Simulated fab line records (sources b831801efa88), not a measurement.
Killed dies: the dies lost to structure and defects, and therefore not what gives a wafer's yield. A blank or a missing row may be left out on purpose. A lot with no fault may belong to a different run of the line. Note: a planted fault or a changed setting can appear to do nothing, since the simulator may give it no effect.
fab line records	flow sky130
record: lots: 5	wafers: 15	lastDay: 50
route steps=708 shown VIA2@509 METAL3@532 CAPM@537 PAD_OPEN@708
lots untouched by any fault: they come from a run of this same line in which no faults occurred
startH: start of the lot's first displayed wafer, in hours after the record's first day	waitH: hours since the lot's step before	" unchanged from the row above	L1.1+2: a row that stands for several wafers	- value missing, or start not given	* or withheld: withheld	< > ~ a bound
route shown NAME@n: a module of which the file shows steps, and the number in the route of the first	usual: the fault-free wafers' mean and standard deviation	same: alike in all rows	chamber/n: place in a boat	sites: readings site by site	_std_site: standard deviation across them	_edge_site: the outer-site mean with the inner-site mean subtracted	radiusMm: for every site, how far away it sits from the centre of the wafer	mask NAME#n: copy n	behind: the most recent tool/chamber to have shaped the wafer	hold: what put the lot on hold/how long, in hours/how the hold closed	device: the n, p or np transistor that did not switch	end of line: at the end of the route, the tests of the same wafers	a step without rows: its recipe alone	killed: dies that structure and defects cost at the first sort, which is not the same as the wafer's yield	map: a wafer's dies, marking killed ones x, the rest . and places with no die _
set.NAME: the setting that was run; set.NAME@STEP: the one run at that earlier step	model.NAME: the simulator's own value behind a step, which no gauge read
lots at selected steps of the route; one table per step, one row per wafer
services: the hour from which a tool's chamber was out of use, counted from the record's first day as startH (under 0 if before that day), plus the number of hours and why
== steps ==
step: SKY_VIA2_CMP_02
recipe: material: SiO2	downForcePsi: 4	platenRpm: 60	padVelocityMS: 0.94248
step: SKY_VIA2_BOW_MEAS_03
recipe: mode: bow
usual: VIA2_BOW: 83/6.5
lot.wafer	tool	chamber	startH	waitH	VIA2_BOW[um]
L116.4	filmMetro-01	-	860.56	0.3	79
L116.5	"	-	"	"	95
L116.6	"	-	"	"	91
L118.3	filmMetro-02	-	871.39	0.3	84
L118.5	"	-	"	"	74
L118.6	"	-	"	"	73
L124.2	filmMetro-02	-	926.79	0.1	82
L124.4	"	-	"	"	71
L124.5	"	-	"	"	92
L133.1	filmMetro-02	-	981.28	0.2	95
L133.4	"	-	"	"	89
L133.5	"	-	"	"	88
L135.1	filmMetro-03	-	993.62	0.1	78
L135.5	"	-	"	"	73
L135.6	"	-	"	"	88
step: SKY_VIA2_DEHYDRATE_04
recipe: tempC: 200	timeS: 60
step: SKY_VIA2_HMDS_05
recipe: primeTimeS: 60	primeTempC: 120
step: SKY_VIA2_COAT_06
recipe: resist: BARC	tempC: withheld	timeS: withheld	spinRpm: 3000	resistThkNm: 60
step: SKY_VIA2_COAT_07
recipe: resist: KrF-thick	spinRpm: 3000	resistThkNm: 450
step: SKY_VIA2_SOFTBAKE_08
recipe: tempC: 100	timeS: 90	resist: KrF-thick
step: SKY_VIA2_EXPOSE_09
recipe: maskId: VIM2	na: 0.8	sourceShape: annular	sigmaInner: 0.55	sigmaOuter: 0.85	targetCdNm: 200	doseMj: 38
step: SKY_VIA2_PEB_10
recipe: pebTempC: withheld	pebTimeS: withheld	resist: KrF-thick
step: SKY_VIA2_DEVELOP_11
recipe: developTimeS: 60	resist: KrF-thick	devTempC: 21
step: SKY_VIA2_CD_MEAS_12
recipe: targetCdNm: 200
usual: cdNm: 200.0/1.3
lot.wafer	tool	chamber	startH	waitH	cdNm
L116.4	cdSem-02	-	887.46	-	200.5
L116.5	"	-	"	"	200.0
L116.6	"	-	"	"	198.8
L118.3	cdSem-02	-	897.74	-	199.9
L118.5	"	-	"	"	199.5
L118.6	"	-	"	"	198.7
L124.2	cdSem-01	-	952.12	-	199.7
L124.4	"	-	"	"	200.6
L124.5	"	-	"	"	200.5
L133.1	cdSem-01	-	1006.00	-	199.7
L133.4	"	-	"	"	199.5
L133.5	"	-	"	"	200.0
L135.1	cdSem-02	-	1018.00	-	200.2
L135.5	"	-	"	"	197.8
L135.6	"	-	"	"	200.0
step: SKY_VIA2_OVL_MEAS_13
usual: VIA2_OVL: -1/5.6
lot.wafer	tool	chamber	startH	waitH	VIA2_OVL[nm]
L116.4	overlay-01	-	887.54	0.1	0
L116.5	"	-	"	"	-9
L116.6	"	-	"	"	-3
L118.3	overlay-01	-	897.83	0.1	3
L118.5	"	-	"	"	0
L118.6	"	-	"	"	10
L124.2	overlay-02	-	952.23	0.1	2
L124.4	"	-	"	"	-7
L124.5	"	-	"	"	0
L133.1	overlay-01	-	1006.12	0.1	-14
L133.4	"	-	"	"	-6
L133.5	"	-	"	"	-10
L135.1	overlay-01	-	1018.12	0.1	-1
L135.5	"	-	"	"	3
L135.6	"	-	"	"	9
step: SKY_VIA2_ETCH_14
recipe: chemistry: N2/H2	target: BARC	ionEnergyEv: 200	sourceW: 500	biasW: 100	pressureMtorr: 30	n2FlowSccm: 100	h2FlowSccm: 200	stopOn: SiO2	timeS: 45.9	targetDepthA: 600
usual: biasW: 100.0/0.34	chamberPressureMTorr: 30.00/0.03	drypumpMotorCurrentA: 5.7/0.53	oesProductAu: 0.856/0.0044	throttleValvePct: 13.225/0.0093
lot.wafer	tool	chamber	startH	waitH	biasW	chamberPressureMTorr	drypumpMotorCurrentA	oesProductAu	rfHoursCounterH	throttleValvePct
L116.4	rieDiel-02	1	887.56	0.0	100.0	30.07	4.9	0.858	9	13.223
L116.5	"	3	"	"	100.1	29.99	5.8	0.861	-	13.222
L116.6	"	2	"	"	100.4	30.04	6.3	0.855	-	13.224
L118.3	rieDiel-04	0	897.86	0.0	99.9	30.01	5.7	0.867	0	13.251
L118.5	"	2	"	"	100.2	30.00	6.0	0.851	-	13.233
L118.6	"	0	"	"	99.6	30.01	5.6	0.851	-	13.227
L124.2	rieDiel-03	1	952.26	0.0	99.6	29.99	6.6	0.856	7	13.221
L124.4	"	1	"	"	100.0	30.01	6.6	0.853	-	13.215
L124.5	"	0	"	"	100.1	29.96	4.8	0.854	-	13.239
L133.1	rieDiel-04	2	1006.16	0.0	100.1	29.99	5.9	0.854	6	13.224
L133.4	"	1	"	"	100.0	30.03	5.3	0.849	17	13.227
L133.5	"	1	"	"	99.9	30.02	5.3	0.859	-	13.230
L135.1	rieDiel-02	0	1018.16	0.0	99.9	29.99	5.3	0.851	5	13.233
L135.5	"	1	"	"	100.6	30.02	4.9	0.854	-	13.230
L135.6	"	0	"	"	99.9	29.97	5.3	0.861	-	13.234
step: SKY_VIA2_ETCH_15
recipe: target: SiO2	chemistry: C4F8/O2/Ar	targetDepthNm: 546	stopOn: TiN	maskMaterial: KrF-thick	sourceW: 1500	biasW: 1200	pressureMtorr: 40	c4f8FlowSccm: withheld	O2_flow_sccm: 6	Ar_flow_sccm: 300	timeS: 84
usual: biasW: 1200/3.3	chamberPressureMTorr: 40.00/0.036	oesProductAu: 0.940/0.0044
lot.wafer	tool	chamber	startH	waitH	biasW	chamberPressureMTorr	oesProductAu	rfHoursCounterH
L116.4	rieDiel-02	1	887.60	0.0	1200	40.06	0.941	9
L116.5	"	3	"	"	1201	40.08	0.939	-
L116.6	"	2	"	"	1204	39.98	0.936	-
L118.3	rieDiel-04	0	897.90	0.0	1199	39.91	0.944	0
L118.5	"	2	"	"	1198	39.97	0.941	-
L118.6	"	0	"	"	1198	40.01	0.939	-
L124.2	rieDiel-03	1	952.30	0.0	1201	40.01	0.932	7
L124.4	"	1	"	"	1195	40.00	0.942	-
L124.5	"	0	"	"	1197	39.94	0.930	-
L133.1	rieDiel-04	2	1006.20	0.0	1195	40.05	0.944	6
L133.4	"	1	"	"	1209	40.00	0.930	17
L133.5	"	1	"	"	1205	40.01	0.944	-
L135.1	rieDiel-02	0	1018.20	0.0	1198	39.99	0.934	5
L135.5	"	1	"	"	1205	39.99	0.942	-
L135.6	"	0	"	"	1200	40.01	0.936	-
step: SKY_VIA2_STRIP_16
recipe: chemistry: O2/N2	powerW: 1400	pressureMtorr: 1500	platenTempC: withheld	o2FlowSccm: 3000	n2FlowSccm: 300	overashFraction: 0.5
step: SKY_VIA2_STRIP_17
recipe: chemistry: postEtchResidueRemover	timeS: 1200	tempC: 72.5
step: SKY_VIA2_CLEAN_18
recipe: chemistry: IPA	timeS: 180	tempC: 25
step: SKY_VIA2_CLEAN_19
recipe: chemistry: O3/DIW	dry: n2Spin
step: SKY_VIA2_SPUTTER_20
recipe: material: TiN	targetThkNm: 20	chamberPressurePa: 5	powerW: 4000	timeS: 80
usual: chamberPressurePa: 5.000/0.0097	throttleValvePct: 30.6/0.86
lot.wafer	tool	chamber	startH	waitH	chamberPressurePa	throttleValvePct
L116.4	pvdSputter-02	-	888.26	0.0	5.013	29.9
L116.5	"	-	"	"	5.002	31.2
L116.6	"	-	"	"	4.985	31.8
L118.3	pvdSputter-03	-	898.55	0.0	5.010	29.6
L118.5	"	-	"	"	5.022	30.4
L118.6	"	-	"	"	5.007	31.8
L124.2	pvdSputter-02	-	952.96	0.0	4.995	30.1
L124.4	"	-	"	"	4.991	31.1
L124.5	"	-	"	"	4.984	29.6
L133.1	pvdSputter-03	-	1006.87	0.0	4.992	29.7
L133.4	"	-	"	"	5.001	29.3
L133.5	"	-	"	"	5.006	29.3
L135.1	pvdSputter-03	-	1018.85	0.0	4.990	30.4
L135.5	"	-	"	"	4.996	29.5
L135.6	"	-	"	"	5.004	29.5
step: SKY_VIA2_CVD_21
recipe: material: W	targetThkNm: 420	timeS: 126.4	tempC: 400	pressureTorr: 40
step: SKY_VIA2_RS_MEAS_22
recipe: thkMeasGauge: four-point-probe	reads: W_of_VIA2_CVD_21+TiN_of_VIA2_SPUTTER_20
usual: VIA2_W_RS: 0.269/0.0044
lot.wafer	tool	chamber	startH	waitH	VIA2_W_RS[ohm/sq]
L116.4	filmMetro-03	-	888.51	0.1	0.272
L116.5	"	-	"	"	0.275
L116.6	"	-	"	"	0.270
L118.3	filmMetro-03	-	898.78	0.1	0.274
L118.5	"	-	"	"	0.271
L118.6	"	-	"	"	0.276
L124.2	filmMetro-02	-	953.17	0.1	0.269
L124.4	"	-	"	"	0.271
L124.5	"	-	"	"	0.272
L133.1	filmMetro-03	-	1007.06	0.1	0.271
L133.4	"	-	"	"	0.272
L133.5	"	-	"	"	0.269
L135.1	filmMetro-03	-	1019.18	0.2	0.268
L135.5	"	-	"	"	0.271
L135.6	"	-	"	"	0.266
step: SKY_VIA2_THK_MEAS_23
recipe: thkMeasGauge: xrf	reads: W_of_VIA2_CVD_21
usual: VIA2_W_THK: 430/8.8
lot.wafer	tool	chamber	startH	waitH	VIA2_W_THK[nm]
L116.4	filmMetro-03	-	888.60	0.1	426
L116.5	"	-	"	"	424
L116.6	"	-	"	"	433
L118.3	filmMetro-03	-	898.88	0.1	426
L118.5	"	-	"	"	432
L118.6	"	-	"	"	426
L124.2	filmMetro-02	-	953.28	0.1	430
L124.4	"	-	"	"	425
L124.5	"	-	"	"	424
L133.1	filmMetro-03	-	1007.18	0.1	432
L133.4	"	-	"	"	428
L133.5	"	-	"	"	434
L135.1	filmMetro-03	-	1019.30	0.1	441
L135.5	"	-	"	"	436
L135.6	"	-	"	"	443
step: SKY_VIA2_CMP_24
recipe: stopOn: SiO2	tOverpolishS: 20	downForcePsi: 3.5	platenRpm: 60	targetThkNm: 0	padVelocityMS: 0.94248
step: SKY_METAL3_SPUTTER_00
recipe: material: Ti	targetThkNm: 15	powerW: 3000	timeS: 10	chamberPressurePa: 0.4
step: SKY_METAL3_SPUTTER_01
recipe: material: TiN	targetThkNm: 20	powerW: 6500	timeS: 16.7	chamberPressurePa: 0.4
step: SKY_METAL3_SPUTTER_02
recipe: material: AlCu	targetThkNm: 735	powerW: 10600	timeS: 39.1	chamberPressurePa: 0.4
step: SKY_METAL3_SPUTTER_03
recipe: material: Ti	targetThkNm: 5	powerW: 3000	timeS: 3.3	chamberPressurePa: 0.4
usual: chamberPressurePa: 0.3999/0.00092	throttleValvePct: 30.2/1.1
lot.wafer	tool	chamber	startH	waitH	chamberPressurePa	throttleValvePct
L116.4	pvdSputter-01	-	889.02	0.0	0.3997	27.8
L116.5	"	-	"	"	0.3994	28.1
L116.6	"	-	"	"	0.3995	30.8
L118.3	pvdSputter-03	-	899.31	0.0	0.3926	29.5
L118.5	"	-	"	"	0.3997	30.4
L118.6	"	-	"	"	0.3985	32.0
L124.2	pvdSputter-02	-	954.04	0.0	0.4002	30.2
L124.4	"	-	"	"	0.4008	32.2
L124.5	"	-	"	"	0.3998	30.7
L133.1	pvdSputter-03	-	1007.63	0.0	0.3998	30.7
L133.4	"	-	"	"	0.4003	29.4
L133.5	"	-	"	"	0.3996	29.9
L135.1	pvdSputter-02	-	1019.74	0.0	0.4003	32.1
L135.5	"	-	"	"	0.4004	31.1
L135.6	"	-	"	"	0.3994	32.0
step: SKY_METAL3_SPUTTER_04
recipe: material: TiN	targetThkNm: 70	powerW: 6500	timeS: 58.3	chamberPressurePa: 0.4
step: SKY_CAPM_CVD_00
recipe: material: SiO2	targetThkNm: 15.5	tempC: 400	timeS: withheld	rfW: 450
step: SKY_CAPM_THK_MEAS_01
recipe: reads: SiO2_of_CAPM_CVD_00
usual: CAPM_CVD_00_THK: 15.41/0.25
lot.wafer	tool	chamber	startH	waitH	CAPM_CVD_00_THK[nm]
L116.4	filmMetro-04	-	889.14	-	15.79
L116.5	"	-	"	"	15.68
L116.6	"	-	"	"	15.68
L118.3	filmMetro-04	-	899.42	-	15.16
L118.5	"	-	"	"	15.22
L118.6	"	-	"	"	15.17
L124.2	filmMetro-02	-	954.14	-	15.42
L124.4	"	-	"	"	15.39
L124.5	"	-	"	"	15.66
L133.1	filmMetro-03	-	1007.72	-	15.62
L133.4	"	-	"	"	15.83
L133.5	"	-	"	"	15.82
L135.1	filmMetro-02	-	1019.83	-	15.86
L135.5	"	-	"	"	15.68
L135.6	"	-	"	"	15.90
step: SKY_CAPM_SPUTTER_02
recipe: material: TiN	targetThkNm: 200	tempC: 300	powerW: 6500	timeS: 171.6	chamberPressurePa: 0.4
usual: chamberPressurePa: 0.4000/0.00081	throttleValvePct: 30.4/0.94
lot.wafer	tool	chamber	startH	waitH	chamberPressurePa	throttleValvePct
L116.4	pvdSputter-04	-	889.17	0.0	0.4005	30.8
L116.5	"	-	"	"	0.4004	30.9
L116.6	"	-	"	"	0.4011	30.9
L118.3	pvdSputter-04	-	899.46	0.0	0.4000	31.1
L118.5	"	-	"	"	0.3993	30.5
L118.6	"	-	"	"	0.4003	30.6
L124.2	pvdSputter-04	-	954.19	0.0	0.3994	30.5
L124.4	"	-	"	"	0.3999	30.4
L124.5	"	-	"	"	0.4004	31.0
L133.1	pvdSputter-02	-	1007.78	0.1	0.4002	29.7
L133.4	"	-	"	"	0.4011	30.3
L133.5	"	-	"	"	0.3998	30.0
L135.1	pvdSputter-04	-	1019.89	0.1	0.4002	31.2
L135.5	"	-	"	"	0.3990	30.3
L135.6	"	-	"	"	0.3985	30.9
step: SKY_CAPM_RS_MEAS_03
recipe: thkMeasGauge: four-point-probe	reads: TiN_of_CAPM_SPUTTER_02
usual: CAPM_TIN_RS: 6.71/0.088
lot.wafer	tool	chamber	startH	waitH	CAPM_TIN_RS[ohm/sq]
L116.4	filmMetro-02	-	889.33	0.1	6.63
L116.5	"	-	"	"	6.67
L116.6	"	-	"	"	6.64
L118.3	filmMetro-03	-	899.61	0.1	6.76
L118.5	"	-	"	"	6.71
L118.6	"	-	"	"	6.64
L124.2	filmMetro-03	-	954.32	0.1	6.61
L124.4	"	-	"	"	6.64
L124.5	"	-	"	"	6.61
L133.1	filmMetro-03	-	1007.89	0.1	6.66
L133.4	"	-	"	"	6.78
L133.5	"	-	"	"	6.72
L135.1	filmMetro-04	-	1020.00	0.1	6.68
L135.5	"	-	"	"	6.65
L135.6	"	-	"	"	6.80
step: SKY_CAPM_THK_MEAS_04
recipe: thkMeasGauge: xrf	reads: TiN_of_CAPM_SPUTTER_02
usual: CAPM_TIN_THK: 208/3
lot.wafer	tool	chamber	startH	waitH	CAPM_TIN_THK[nm]
L116.4	filmMetro-02	-	889.42	0.1	209
L116.5	"	-	"	"	209
L116.6	"	-	"	"	209
L118.3	filmMetro-03	-	899.71	0.1	205
L118.5	"	-	"	"	207
L118.6	"	-	"	"	210
L124.2	filmMetro-03	-	954.43	0.1	209
L124.4	"	-	"	"	209
L124.5	"	-	"	"	209
L133.1	filmMetro-03	-	1008.01	0.1	208
L133.4	"	-	"	"	203
L133.5	"	-	"	"	205
L135.1	filmMetro-04	-	1020.12	0.1	210
L135.5	"	-	"	"	211
L135.6	"	-	"	"	207
step: SKY_CAPM_DEHYDRATE_05
recipe: tempC: 200	timeS: 60
step: SKY_CAPM_HMDS_06
recipe: primeTimeS: 60	primeTempC: 120
step: SKY_CAPM_COAT_07
recipe: resist: NOVOLAK	spinRpm: 3000	resistThkNm: 1140
step: SKY_CAPM_SOFTBAKE_08
recipe: tempC: 90	timeS: 60	resist: NOVOLAK
step: SKY_CAPM_EXPOSE_09
recipe: maskId: CAPM	na: 0.6	sourceShape: conventional	sigmaOuter: 0.6	polarization: unpolarized	targetCdNm: 1000	doseMj: 162.3
step: SKY_CAPM_PEB_10
recipe: tempC: withheld	timeS: *	resist: NOVOLAK
step: SKY_CAPM_DEVELOP_11
recipe: resist: NOVOLAK	developer: TMAH	developTimeS: 60	devTempC: 23
step: SKY_CAPM_OVL_MEAS_12
usual: CAPM_OVL: 0.2/1.4
lot.wafer	tool	chamber	startH	waitH	CAPM_OVL[nm]
L116.4	overlay-01	-	914.87	0.1	0.5
L116.5	"	-	"	"	-0.4
L116.6	"	-	"	"	1.5
L118.3	overlay-02	-	925.46	0.1	0.5
L118.5	"	-	"	"	-0.3
L118.6	"	-	"	"	2.7
L124.2	overlay-02	-	979.46	0.1	2.2
L124.4	"	-	"	"	4.0
L124.5	"	-	"	"	2.0
L133.1	overlay-02	-	1032.04	0.1	0.2
L133.4	"	-	"	"	-2.2
L133.5	"	-	"	"	0.7
L135.1	overlay-02	-	1042.55	0.1	0.5
L135.5	"	-	"	"	1.0
L135.6	"	-	"	"	0.7
step: SKY_CAPM_METAL_ETCH_13
recipe: targetDepthNm: 220	stopOn: SiO2	chemistry: Cl2/BCl3	target: TiN	pressureMtorr: 10	icpW: 900	biasW: 48.5	Cl2_flow_sccm: 60	bcl3FlowSccm: 30	timeS: 62.9
usual: biasW: 48.49/0.14	chamberPressureMTorr: 10.000/0.009	drypumpMotorCurrentA: 5.7/0.49	oesProductAu: 0.958/0.0087	throttleValvePct: 21.892/0.0094
lot.wafer	tool	chamber	startH	waitH	biasW	chamberPressureMTorr	drypumpMotorCurrentA	oesProductAu	rfHoursCounterH	throttleValvePct
L116.4	rieMetal-02	1	914.92	0.0	48.25	9.996	6.3	0.959	-	21.882
L116.5	"	0	"	"	48.66	10.005	5.3	0.958	-	21.904
L116.6	"	1	"	"	48.37	10.009	6.3	0.958	-	21.902
L118.3	rieMetal-01	1	925.54	0.1	48.38	9.989	5.1	0.950	-	21.902
L118.5	"	1	"	"	48.68	10.010	5.1	0.962	-	21.884
L118.6	"	1	"	"	48.51	9.999	5.1	0.968	-	21.886
L124.2	rieMetal-03	0	979.49	0.0	48.49	10.001	5.5	0.959	13	21.891
L124.4	"	0	"	"	48.40	10.002	5.5	0.969	-	21.896
L124.5	"	1	"	"	48.45	10.005	6.4	0.964	-	21.873
L133.1	rieMetal-01	1	1032.07	0.0	48.52	9.997	5.1	0.965	24	21.892
L133.4	"	1	"	"	48.37	9.999	5.1	0.959	-	21.908
L133.5	"	1	"	"	48.65	9.997	5.1	0.958	-	21.893
L135.1	rieMetal-03	0	1042.59	0.0	48.47	10.001	5.5	0.959	16	21.917
L135.5	"	0	"	"	48.50	10.001	5.5	0.963	-	21.882
L135.6	"	1	"	"	48.29	10.006	6.3	0.942	-	21.903
step: SKY_PAD_OPEN_PROBE_99
usual: defectLimitedYield: 82.5/1.9	killed_at_M0_to_M3: 43/6.4	killed_at_M4_up: 3.3/1.9	killedAtContacts: 24/5.7	killedAtFrontEnd: 15/4.7	killedAtOther: 0.3/0.48	killedDies: 86/9.2	killedOpen: 47/7	killedShort: 39/6.5	sort_bin_3_pad_short: 0.8/0.38	sort_bin_5_function: 10.3/1.4	sort_bin_6_memory: 6.3/1.1	sortNPass: 406/9.2	sortYieldPct: 82.5/1.9
same: grossDies: 492	killedAtBackSide: 0	sort_bin_4_leakage[%]: 0	sort_bin_8_speed[%]: 0
lot.wafer	tool	chamber	startH	waitH	defectLimitedYield[%]	killed_at_M0_to_M3	killed_at_M4_up	killedAtContacts	killedAtFrontEnd	killedAtOther	killedDies	killedOpen	killedShort	sort_bin_3_pad_short[%]	sort_bin_5_function[%]	sort_bin_6_memory[%]	sortNPass	sortYieldPct[%]	model.etest.tester.sortNPass	model.etest.tester.sortYieldPct	model.etest.tester.sort_bin_5_pct	model.etest.tester.sort_bin_3_pct
L116.4	prober-02	-	1115.52	0.2	81.5	44	3	22	22	0	91	49	41	1.2	11.2	6.1	401	81.5	401	81.5	11.18	1.22
L116.5	prober-02	-	1115.57	0.2	85.8	38	6	11	14	1	70	35	34	0.8	8.3	5.1	422	85.8	422	85.77	8.333	0.813
L116.6	prober-02	-	1115.62	0.2	84.6	42	1	17	15	1	76	46	27	0.4	9.3	5.7	416	84.6	416	84.55	9.35	0.4065
L118.3	prober-02	-	1126.02	0.2	83.7	36	6	32	6	0	80	41	39	0.8	9.1	6.3	412	83.7	412	83.74	9.146	0.813
L118.5	prober-02	-	1126.12	0.2	82.1	49	3	23	12	1	88	63	24	0.8	9.6	7.5	404	82.1	404	82.11	9.553	0.813
L118.6	prober-02	-	1126.17	0.2	84.1	35	3	25	15	0	78	41	37	0.6	10.2	5.1	414	84.1	414	84.15	10.16	0.6098
L124.2	prober-02	-	1169.54	0.1	81.9	53	3	23	10	0	89	54	35	1.6	10.6	5.9	403	81.9	403	81.91	10.57	1.626
L124.4	prober-02	-	1169.64	0.2	83.3	38	2	25	17	0	82	48	34	1.2	10.4	5.1	410	83.3	410	83.33	10.37	1.22
L124.5	prober-02	-	1169.69	0.2	82.3	43	2	28	14	0	87	54	33	0.8	11.8	5.1	405	82.3	405	82.32	11.79	0.813
L133.1	prober-01	-	1205.06	0.1	73.6	92	3	18	17	0	130	37	35	3.7	17.1	5.7	362	73.6	362	73.58	17.07	3.659
L133.4	prober-01	-	1205.21	0.2	83.1	43	1	28	11	0	83	50	32	0.4	10.0	6.5	409	83.1	409	83.13	9.959	0.4065
L133.5	prober-01	-	1205.26	0.2	85.4	36	4	16	15	1	72	37	33	0.2	9.1	5.3	420	85.4	420	85.37	9.146	0.2033
L135.1	prober-01	-	1211.36	0.1	83.9	35	5	17	22	0	79	38	41	1.0	7.3	7.7	413	83.9	413	83.94	7.317	1.016
L135.5	prober-01	-	1211.56	0.2	83.7	35	3	15	27	0	80	43	37	1.6	9.8	4.9	412	83.7	412	83.74	9.756	1.626
L135.6	prober-01	-	1211.61	0.2	82.5	33	3	27	23	0	86	43	43	1.6	8.9	6.9	406	82.5	406	82.52	8.943	1.626
killed by level:class
L116.4 VIA1:geometricParticle:open=12 CONTACT:geometricParticle:short=8 POLY_GATE:geometricParticle:open=6 LI_CONTACT:geometricParticle:open=6 CONTACT:geometricParticle:open=6 VIA3:geometricParticle:open=5 VIA2:geometricParticle:open=5 VIA3:geometricParticle:short=5
L116.5 METAL1:geometricParticle:short=7 VIA2:geometricParticle:open=7 POLY_GATE:geometricParticle:open=5 CONTACT:geometricParticle:open=5 VIA1:geometricParticle:open=5 METAL4:geometricParticle:short=5 FIELD_ISO:geometricParticle:short=4 VIA3:geometricParticle:open=4
L116.6 CONTACT:geometricParticle:open=9 VIA1:geometricParticle:open=9 POLY_GATE:geometricParticle:open=8 VIA1:geometricParticle:short=6 LI_CONTACT:geometricParticle:open=5 VIA3:geometricParticle:short=5 VIA3:geometricParticle:open=5 VIA2:geometricParticle:open=4
L118.3 LOCAL_INTERCONNECT:geometricParticle:short=13 VIA1:geometricParticle:open=8 LI_CONTACT:geometricParticle:open=7 CONTACT:geometricParticle:open=6 METAL1:geometricParticle:short=6 VIA3:geometricParticle:open=6 CONTACT:geometricParticle:short=3 VIA1:geometricParticle:short=3
L118.5 VIA1:geometricParticle:open=19 VIA3:geometricParticle:open=10 CONTACT:geometricParticle:open=10 VIA2:geometricParticle:open=7 LI_CONTACT:geometricParticle:open=6 CONTACT:geometricParticle:short=4 METAL1:geometricParticle:short=4 METAL2:geometricParticle:short=4
L118.6 VIA1:geometricParticle:open=10 VIA2:geometricParticle:open=8 CONTACT:geometricParticle:open=6 LI_CONTACT:geometricParticle:short=6 METAL1:geometricParticle:short=5 LI_CONTACT:geometricParticle:open=4 LOCAL_INTERCONNECT:geometricParticle:short=4 METAL2:geometricParticle:short=4
L124.2 VIA1:geometricParticle:open=14 VIA1:geometricParticle:short=11 LI_CONTACT:geometricParticle:open=9 VIA2:geometricParticle:open=9 CONTACT:geometricParticle:open=8 VIA2:geometricParticle:short=4 VIA3:geometricParticle:open=4 FIELD_ISO:geometricParticle:short=3
L124.4 LI_CONTACT:geometricParticle:open=8 VIA2:geometricParticle:open=8 CONTACT:geometricParticle:open=7 VIA1:geometricParticle:open=7 FIELD_ISO:geometricParticle:open=6 VIA3:geometricParticle:open=6 VIA1:geometricParticle:short=5 METAL1:geometricParticle:short=4
L124.5 CONTACT:geometricParticle:open=12 VIA3:geometricParticle:open=11 VIA1:geometricParticle:open=7 VIA2:geometricParticle:open=7 LOCAL_INTERCONNECT:geometricParticle:short=6 VIA2:geometricParticle:short=6 LI_CONTACT:geometricParticle:open=5 FIELD_ISO:geometricParticle:open=4
L133.1 VIA2:unspecified=58 VIA3:geometricParticle:open=7 POLY_GATE:geometricParticle:open=6 METAL2:geometricParticle:short=6 POLY_GATE:geometricParticle:short=5 LI_CONTACT:geometricParticle:open=5 CONTACT:geometricParticle:open=5 VIA1:geometricParticle:open=4
L133.4 VIA1:geometricParticle:open=11 CONTACT:geometricParticle:open=10 LI_CONTACT:geometricParticle:open=7 VIA3:geometricParticle:open=7 LI_CONTACT:geometricParticle:short=6 METAL2:geometricParticle:short=5 VIA2:geometricParticle:open=5 VIA1:geometricParticle:short=4
L133.5 VIA1:geometricParticle:open=8 CONTACT:geometricParticle:open=7 METAL2:geometricParticle:short=6 VIA2:geometricParticle:open=6 VIA3:geometricParticle:open=5 FIELD_ISO:geometricParticle:short=4 CONTACT:geometricParticle:short=4 METAL1:geometricParticle:short=4
L135.1 POLY_GATE:geometricParticle:open=8 VIA1:geometricParticle:short=7 VIA2:geometricParticle:open=6 VIA1:geometricParticle:open=5 LOCAL_INTERCONNECT:geometricParticle:short=5 METAL2:geometricParticle:short=5 POLY_GATE:geometricParticle:short=4 LI_CONTACT:geometricParticle:open=4
L135.5 VIA1:geometricParticle:open=15 POLY_GATE:geometricParticle:open=9 POLY_GATE:geometricParticle:short=6 FIELD_ISO:geometricParticle:short=5 CONTACT:geometricParticle:short=4 CONTACT:geometricParticle:open=4 METAL1:geometricParticle:short=4 VIA3:geometricParticle:open=4
L135.6 VIA1:geometricParticle:open=10 CONTACT:geometricParticle:open=9 LOCAL_INTERCONNECT:geometricParticle:short=7 FIELD_ISO:geometricParticle:short=6 VIA2:geometricParticle:open=6 CONTACT:geometricParticle:short=6 FIELD_ISO:geometricParticle:open=5 POLY_GATE:geometricParticle:open=5
map L133.1 (x killed, . not)
__________..x...x..._________
________.....xx......._______
______...x..xxx.xxx.xx.._____
_____.......xxxxx...xx...____
____.......xxxxxxxx.x.x...___
___.x.....xxxxxxxxxxx......__
__........xxxxxxxxxxx...x..._
_..........xxxxxxxx.x........
_.x.xx.xx..xxxxxxxxxx........
_....xxx..x.xxxxx..x........x
_.x.........x.......x..x....x
_......xx..............xxx...
_..xx....xx........x.......x.
_.x........x....x....x...x.x.
_..xx.....x.x.........x......
__....x......x.......x......_
___.................x......__
____x..x...........x......___
_____........x..x...x....____
______x...........x....._____
________...........x.._______
__________...x......_________
map L118.5 (x killed, . not)
__________..x...x..x_________
________.x...x..x....._______
______....x.......x....x_____
_____.x....x...........x.____
____............xxxx...x..___
___..............x.........__
__....x..........x.........._
_.x...........x.......x..x...
_...x.xx.............x.x.....
_.x......x......x.....x...x.x
_...................xx.......
_x.x....x....xx.xx...xxx.x.x.
_x....x.x..x.....xxx...x.....
_....x..........x..x.........
_..xx.............xx.......x.
__.x.x.....x....x..........._
___...x........x.........x.__
____....x.....x.........x.___
_____.x.....x.....x....x.____
______....x....x......xx_____
________.x...x..x...x._______
__________.......x.._________
== services ==
tool	chamber	startH	hours	kind
rieDiel-04	0	869.30	-	clean
pvdSputter-03	-	869.40	3.0	repair
rieDiel-04	1	896.29	5.3	repair
rieMetal-01	0	898.90	26.7	repair
pvdSputter-03	0	899.38	-	consumableReplace:kit
pvdSputter-03	0	899.38	18.0	scheduledDown
pvdSputter-03	0	899.38	18.0	ventCycle
rieDiel-03	2	900.36	14.8	repair
rieDiel-04	0	914.43	4.6	repair
rieDiel-02	-	920.75	15.6	pm
rieDiel-04	-	925.69	0.4	repair
rieDiel-03	2	949.91	10.2	repair
rieDiel-03	2	961.05	5.2	repair
rieDiel-04	3	964.39	1.2	repair
pvdSputter-01	-	977.75	1.7	repair
pvdSputter-04	-	988.61	3.7	repair
rieDiel-02	0	996.46	7.6	repair
rieMetal-01	-	1006.51	2.8	pm
pvdSputter-01	-	1022.04	2.3	repair
rieDiel-04	-	1030.92	0.2	repair
pvdSputter-03	3	1033.97	-	consumableReplace:kit
pvdSputter-03	3	1033.97	18.0	scheduledDown
pvdSputter-03	3	1033.97	18.0	ventCycle
rieDiel-02	3	1037.15	3.4	repair
== key ==
firstSign: step: SKY_PAD_OPEN_PROBE_99	reading: killed_at_M0_to_M3	direction: up	sigmas: 7.7	usual: 43	struck: 92
effect: step: SKY_PAD_OPEN_PROBE_99	reading: sort_bin_3_pad_short	direction: up	sigmas: 7.4	usual: 0.8	struck: 3.7
modelEffect: step: SKY_PAD_OPEN_PROBE_99	value: etest.tester.sortNPass	without: 411	struck: 362
metAt SKY_VIA2_ETCH_14
struckWafers L133.1
onsetBetween 897.86 1006.16
fault: kind: chamberParticleSource	tool: rieDiel-04	chamber: 2	onsetH: 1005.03	steps: SKY_VIA2_ETCH_14	ratePerVisitCm2: 1.0799	endH: 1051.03
